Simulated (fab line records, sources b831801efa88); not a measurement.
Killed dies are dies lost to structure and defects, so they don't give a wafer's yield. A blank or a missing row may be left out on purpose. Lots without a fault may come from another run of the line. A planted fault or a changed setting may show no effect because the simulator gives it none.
A struck lot beside a sound one | flow gf180mcu | 14 steps out of a route of 602
Sound: wafers L196.3, L196.4, L196.5. Struck: wafers L188.1, L188.2, L188.6. The cause comes at the end.
At each step with rows: each side's tool, then ch and its chambers, then its first start. Under that, the readings that differ: sound wafers | struck wafers | difference of the means | sigmas: that difference in standard deviations of wafers without a fault.
alike: readings whose means differ by less than 2 such deviations, and words and numbers that are the same on both sides. not compared: withheld readings, readings that some wafer has no value for, bounds like >300 that may hide the same value, and numbers for which the record gives no deviation and whose values overlap.
The two part at a step that has a row with sigmas, a row that says differs or no value, or rows on one side only. Numbers that don't overlap but have no deviation are shown without sigmas and don't part them. A reading that every wafer of one side lacks parts them only if that side has two wafers or more.

GF_M2_SPUTTER_01: material TiN, target thk 30 nm, time 25 s.
  sound on pvd_sputter-04, day 24 19:42; struck on pvd_sputter-01, day 21 18:25
  alike: throttle_valve_pct
GF_M2_SPUTTER_02: material AlCu, target thk 450 nm, time 23.9 s.
  sound on pvd_sputter-04, day 24 19:44; struck on pvd_sputter-01, day 21 18:27
  alike: throttle_valve_pct
GF_M2_SPUTTER_03: material Ti, target thk 10 nm, time 6.7 s.
  sound on pvd_sputter-04, day 24 19:46; struck on pvd_sputter-01, day 21 18:29
  alike: throttle_valve_pct
GF_M2_SPUTTER_04: material TiN, target thk 50 nm, time 41.7 s.
  sound on pvd_sputter-04, day 24 19:47; struck on pvd_sputter-01, day 21 18:30
  alike: throttle_valve_pct
GF_M2_RS_MEAS_05: measures by four-point-probe.
  sound on film_metro-02, day 24 19:52; struck on film_metro-03, day 21 18:32
  alike: M2_ALCU_RS
GF_M2_THK_MEAS_06: measures by xrf.
  sound on film_metro-02, day 24 19:58; struck on film_metro-03, day 21 18:40
  alike: M2_ALCU_THK
then, 6 steps without rows for these wafers: GF_M2_DEHYDRATE_07 (time 60 s); GF_M2_HMDS_08 (prime time 60 s); GF_M2_COAT_09 (resist thk 1000 nm); GF_M2_SOFTBAKE_10 (time 60 s); GF_M2_EXPOSE_11 (exposes mask Metal2, target cd 280 nm); GF_M2_PEB_12 (peb time 90 s).
GF_M2_DEVELOP_13: develop time 60 s.
  sound on litho_track-04 ch 0, day 25 16:07; struck on litho_track-03, day 22 18:14
  no value came back on the struck wafers for chill_plate_temp_C (C), develop_time_s (s); on the sound wafers chill_plate_temp_C (C) reads 23.08 22.92 23.08
  reading                             | sound             | struck         | difference | sigmas
  model.KrF_of_M2_COAT_09.thk_nm (nm) | 985.8 984.6 983.1 | 1004 1001 1003 | +18        |
GF_M2_CD_MEAS_14: target cd 280 nm.
  sound on cd_sem-02, day 25 16:15; struck on cd_sem-01, day 22 18:23
  reading    | sound             | struck | difference                    | sigmas
  cd_nm (nm) | 281.0 280.9 280.6 | - - -  | no value on the struck wafers |

WHERE THEY PART
First at GF_M2_DEVELOP_13; last, within this record, at GF_M2_CD_MEAS_14.

WHY: what the simulator had put in
Skipped step whole: litho_track-03, from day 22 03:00 on, at GF_M2_DEVELOP_13. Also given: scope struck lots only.
